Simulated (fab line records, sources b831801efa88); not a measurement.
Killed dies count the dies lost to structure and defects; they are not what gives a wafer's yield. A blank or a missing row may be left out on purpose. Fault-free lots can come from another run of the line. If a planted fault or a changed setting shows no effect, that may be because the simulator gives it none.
Struck lot and sound lot, side by side :: flow sfqLine :: 25 out of 325 route steps
Sound: these wafers, L618.1, L618.2, L618.5. Struck: wafer L624.3 (L624.2, L624.6, from the same lot, were not struck and are left out); the cause is given at the end.
For every step that has rows: the tool of each side, followed by ch and its chambers, followed by its first start. Under that, the readings that differ: sound wafers :: struck wafers :: difference of the means :: sigmas: that difference in standard deviations of wafers without a fault.
alike: a reading whose means differ by less than 2 such deviations, as well as words and numbers matching on both sides. not compared: withheld readings; readings where some wafer has no value; bounds like >300 that might hide an equal value; numbers whose values overlap and for which the record gives no deviation.
The two part at a step that has a row with sigmas, a row that says differs or no value, or rows on one side only. Numbers that don't overlap but have no deviation are shown without sigmas and don't part them. A reading missing from all wafers of one side parts the sides only when that side holds two or more wafers.

first, 6 steps without rows for these wafers: SFQ_TRILAYER_M7_LITHO_COAT_182 (resist thk 62 nm); SFQ_TRILAYER_M7_LITHO_COAT_177 (resist thk 600 nm); SFQ_TRILAYER_M7_LITHO_SOFTBAKE_181; SFQ_TRILAYER_M7_LITHO_EXPOSE_178 (exposes mask M7, target cd 500 nm); SFQ_TRILAYER_M7_LITHO_PEB_180 (peb time 60 s); SFQ_TRILAYER_M7_LITHO_DEVELOP_179 (time 60 s).
SFQ_M7_OVL_MEAS_945:
  sound on overlay-01 at day 75 02:04; struck on overlay-02 at day 76 00:52
  alike: M7_OVL
SFQ_TRILAYER_M7_BARC_OPEN_METAL_ETCH_229: etches BARC in O2, target depth 125 nm, time 41.7 s.
  sound on rieMetal-02 ch 0,1, day 75 02:06; struck on rieMetal-01 ch 0, day 76 00:54
  alike: drypumpMotorCurrentA, oesProductAu
  not compared: rfHoursCounterH
SFQ_TRILAYER_M7_ETCH_METAL_ETCH_180: etches Nb in Cl2/Ar, stops on SiO2, target depth 240 nm, time 120 s.
  sound on rieMetal-02 ch 0,1, day 75 02:10; struck on rieMetal-01 ch 0, day 76 00:58
reading: oesProductAu (a.u.)
sound: 0.891 0.901 0.892
struck: 0.880
difference: -0.015
sigmas: -2
  alike: drypumpMotorCurrentA
  not compared: rfHoursCounterH
SFQ_TRILAYER_M7_STRIP_STRIP_181: strips in O2.
  sound on rieMetal-02 ch 1, day 75 02:17; struck on rieMetal-01 ch 0, day 76 01:05
  alike: drypumpMotorCurrentA, oesProductAu
  not compared: rfHoursCounterH
then, 1 step without rows for these wafers: SFQ_TRILAYER_M7_STRIP_SOLV_CLEAN_182 (cleans in NMP, time 600 s).
SFQ_TRILAYER_I7_DEP_PECVD_183: deposits SiO2 from SiH4/N2O, time 111.11 s, target thk 500 nm.
  sound on pecvd-03 ch 0,1, day 75 03:41; struck on pecvd-04 ch 1, day 76 01:52
  alike: heaterPowerW, throttleValvePct
SFQ_TRILAYER_I7_CMP_CMP_184: polishes SiO2.
  sound on cmp-02 ch 0,2, day 75 04:16; struck on cmp-02 ch 2, day 76 04:49
reading: model.SiO2_of_TRILAYER_I7_DEP_PECVD_183.thkNm (nm)
sound: 202.6 200.1 201.4
struck: 220.2
difference: +18.8
sigmas: 
  alike: motorCurrentA, platenRpm, timeToEndpointS
SFQ_I7_BOW_MEAS_946:
  sound on filmMetro-02 at day 75 06:46; struck on filmMetro-04 at day 76 06:20
  alike: I7_BOW
SFQ_TRILAYER_I7_METRO_MEASURE_185:
  sound on filmMetro-02 at day 75 06:53; struck on filmMetro-04 at day 76 06:38
reading: thkNm (nm)
sound: 202.7 200.1 201.5
struck: 220.1
difference: +18.7
sigmas: +16
then, 6 steps without rows for these wafers: SFQ_TRILAYER_I7_VIA_LITHO_COAT_192 (resist thk 62 nm); SFQ_TRILAYER_I7_VIA_LITHO_COAT_187 (resist thk 650 nm); SFQ_TRILAYER_I7_VIA_LITHO_SOFTBAKE_191; SFQ_TRILAYER_I7_VIA_LITHO_EXPOSE_188 (exposes mask I7, target cd 1000 nm); SFQ_TRILAYER_I7_VIA_LITHO_PEB_190 (peb time 60 s); SFQ_TRILAYER_I7_VIA_LITHO_DEVELOP_189 (time 60 s).
SFQ_I7_OVL_MEAS_947:
  sound on overlay-01 at day 75 12:52; struck on overlay-01 at day 77 00:13
  alike: I7_OVL
then, 1 step without rows for these wafers: SFQ_TRILAYER_I7_VIA_BARC_OPEN_VIA_ETCH_260 (etches BARC in O2, target depth 125 nm, time 41.7 s).
SFQ_TRILAYER_I7_VIA_ETCH_VIA_ETCH_190: etches SiO2 in CHF3, stops on Nb, target depth 260 nm.
  sound on rieDiel-01 ch 0,1, day 75 12:56; struck on rieDiel-01 ch 2, day 77 00:17
reading: oesProductAu (a.u.)
sound: 0.863 0.855 0.852
struck: 0.908
difference: +0.051
sigmas: +10

reading: model.etch.depthNm (nm)
sound: 202.6 200.1 201.4
struck: 220.2
difference: +18.8
sigmas: 

reading: model.I7.featureDepthNm (nm)
sound: 202.6 200.1 201.4
struck: 220.2
difference: +18.8
sigmas: 
  alike: drypumpMotorCurrentA
SFQ_TRILAYER_I7_VIA_STRIP_STRIP_191: strips in O2.
  sound on rieMetal-03 ch 0,1, day 75 13:03; struck on rieMetal-03 ch 0, day 77 00:24
  alike: drypumpMotorCurrentA, oesProductAu
  not compared: rfHoursCounterH

== WHERE THEY PART ==
Earliest at SFQ_TRILAYER_M7_ETCH_METAL_ETCH_180; latest, in this record, at SFQ_TRILAYER_I7_VIA_ETCH_VIA_ETCH_190. Later steps at which nothing parts them and some readings are alike: SFQ_TRILAYER_I7_VIA_STRIP_STRIP_191.

WHY: what the simulator had put in
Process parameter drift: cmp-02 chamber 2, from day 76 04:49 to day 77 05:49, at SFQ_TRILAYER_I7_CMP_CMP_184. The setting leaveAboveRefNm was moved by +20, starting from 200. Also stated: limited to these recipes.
